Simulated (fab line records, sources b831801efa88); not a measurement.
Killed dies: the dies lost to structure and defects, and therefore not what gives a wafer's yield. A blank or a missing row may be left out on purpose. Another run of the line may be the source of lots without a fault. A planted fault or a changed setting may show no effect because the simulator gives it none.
Which of the tools did it? :: flow gf180mcu :: 13 lots with 39 wafers sampled at 2 steps, on a route of 602 steps

WHAT THE GAUGES SHOWED, per wafer
GF_NSD_CD_MEAS_07: target cd 400 nm. Usual: 400.7 nm for cdNm, sd 2.9.
lot: L307
measured: day 13 09:24
on: cdSem-02
cdNm (nm): 402.5 398.4 397.8
flag: 

lot: L308
measured: day 13 15:16
on: cdSem-02
cdNm (nm): 402.0 400.1 403.0
flag: 

lot: L309
measured: day 14 01:07
on: cdSem-02
cdNm (nm): 399.6 399.4 400.8
flag: 

lot: L311
measured: day 14 19:01
on: cdSem-01
cdNm (nm): 401.2 399.0 399.5
flag: 

lot: L315
measured: day 16 08:54
on: cdSem-02
cdNm (nm): 401.0 400.9 403.0
flag: 

lot: L322
measured: day 18 16:46
on: cdSem-02
cdNm (nm): 397.2 397.1 397.6
flag: 

lot: L324
measured: day 19 05:47
on: cdSem-02
cdNm (nm): 400.8 401.4 401.7
flag: 

lot: L325
measured: day 19 11:28
on: cdSem-01
cdNm (nm): 401.5 401.2 401.0
flag: 

lot: L326
measured: day 19 23:19
on: cdSem-02
cdNm (nm): 399.3 401.4 400.1
flag: 

lot: L327
measured: day 20 10:43
on: cdSem-01
cdNm (nm): 398.5 397.6 399.7
flag: 

lot: L328
measured: day 20 16:02
on: cdSem-01
cdNm (nm): 403.8 400.9 405.2
flag: 

lot: L329
measured: day 20 19:52
on: cdSem-01
cdNm (nm): 401.4 402.4 400.2
flag: 

lot: L330
measured: day 21 05:23
on: cdSem-02
cdNm (nm): 405.2 403.6 404.1
flag: 

GF_NSD_TW_MEAS_12. Usual: NSD_TW typically reads 4284, with standard deviation 19.
lot: L307
measured: day 13 09:57
on: filmMetro-02
NSD_TW: 4268 4264 4247
flag: 

lot: L308
measured: day 13 15:50
on: filmMetro-01
NSD_TW: 4314 4344 4327
flag: 

lot: L309
measured: day 14 01:40
on: filmMetro-02
NSD_TW: 4272 4263 4275
flag: 

lot: L311
measured: day 14 19:34
on: filmMetro-02
NSD_TW: 4274 4272 4260
flag: 

lot: L315
measured: day 16 09:28
on: filmMetro-02
NSD_TW: 4297 4282 4258
flag: 

lot: L322
measured: day 18 17:19
on: filmMetro-03
NSD_TW: 4266 4287 4273
flag: 

lot: L324
measured: day 19 06:20
on: filmMetro-03
NSD_TW: 4293 4313 4316
flag: 

lot: L325
measured: day 19 12:01
on: filmMetro-01
NSD_TW: 4297 4283 4280
flag: 

lot: L326
measured: day 19 23:53
on: filmMetro-03
NSD_TW: 4308 4298 4316
flag: 

lot: L327
measured: day 20 11:16
on: filmMetro-02
NSD_TW: 4298 4283 4278
flag: 

lot: L328
measured: day 20 16:35
on: filmMetro-02
NSD_TW: 4287 4282 4280
flag: 

lot: L329
measured: day 20 20:26
on: filmMetro-02
NSD_TW: 4301 4276 4285
flag: 

lot: L330
measured: day 21 05:56
on: filmMetro-02
NSD_TW: 4281 4256 4245
flag: 

EACH LOT AND THE TOOL THAT RAN IT (in order: tool; ch and the chambers of the sampled wafers; start)
Record: no process step prior to these readings.

WHAT THE TOOLS THEMSELVES READ (means of the sampled wafers that have a number; where no wafer has one, the mark that the record gives instead)
The record holds no such reading with a usual standard deviation.

THE ANSWER, worked out from the rows above alone
Rule: a lot counts as off when the mean over its wafers that have a number is more than 3 standard deviations away from the usual mean. A lot without any number at a reading at which 4 lots or more have one is off too. All remaining lots with rows at the step are treated as sound. Order of review: gauges by route order, followed by the tools' own readings, for which a lot's mean as printed above is used. At the first step where some lot is off, the reading lying furthest off is the one used; lots without a number count as furthest.
Nothing can be told from this: no lot is off at any reading shown.

WHAT WAS PUT IN BY THE SIMULATOR
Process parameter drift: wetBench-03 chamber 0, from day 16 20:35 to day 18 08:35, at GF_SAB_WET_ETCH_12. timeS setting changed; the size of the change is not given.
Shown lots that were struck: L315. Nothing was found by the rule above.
